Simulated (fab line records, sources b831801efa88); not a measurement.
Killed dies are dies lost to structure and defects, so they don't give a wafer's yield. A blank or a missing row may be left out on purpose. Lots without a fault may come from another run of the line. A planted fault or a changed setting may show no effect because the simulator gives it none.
Chamber matching | flow sky130 | SKY_VIA3_CMP_24 on cmp-02: 4 sister chambers
The step polishes, stops on SiO2, t overpolish 20 s, target thk 0 nm. 7 wafers are shown with their chamber, then 9 later ones without.

WAFERS WITH THEIR CHAMBER
wafer  | chamber | motor_current_A (A) | time_to_endpoint_s (s)
L864.2 | 0       | 13.9                | 105
L865.1 | 2       | 11.7                | 95
L865.3 | 3       | 9.2                 | 93
L865.5 | 1       | 9.6                 | 95
L866.2 | 0       | 13.3                | 99
L866.4 | 2       | 11.7                | 92
L866.5 | 3       | 9.0                 | 90

WAFERS WITHOUT THEIR CHAMBER
wafer  | motor_current_A (A) | time_to_endpoint_s (s)
L867.1 | 13.9                | 105
L867.2 | 10.6                | 95
L867.4 | 12.1                | 93
L868.1 | 13.5                | 98
L868.3 | 9.9                 | 92
L868.6 | 13.3                | 101
L874.2 | 11.1                | 101
L874.3 | 10.7                | 104
L874.5 | 10.0                | 96

WHICH CHAMBER EACH WENT THROUGH
wafer  | from the rows above     | in truth
L867.1 | 0                       | 0
L867.2 | can't be placed: 1 or 2 | 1
L867.4 | 2                       | 2
L868.1 | 0                       | 0
L868.3 | can't be placed: 1 or 3 | 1
L868.6 | 0                       | 0
L874.2 | 2                       | 2
L874.3 | can't be placed: 1 or 2 | 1
L874.5 | 1                       | 1
Placed correctly: 6 of 9. Can't be placed from these rows: 3 (the true chamber is among the candidates in 3). Placed wrongly: 0.
How it was worked out, from the rows above alone: a wafer's distance from a chamber is the root of the sum, over the readings, of the square of ((its reading less the chamber's mean) divided by the reading's scatter). The wafer belongs to the nearest chamber; if the next one is less than 2 further off, it can't be placed. A chamber's mean is the mean of its shown wafers. The scatter: the root of (the sum of the squares of (reading less its chamber's mean) over the shown wafers, divided by (wafers less chambers)).
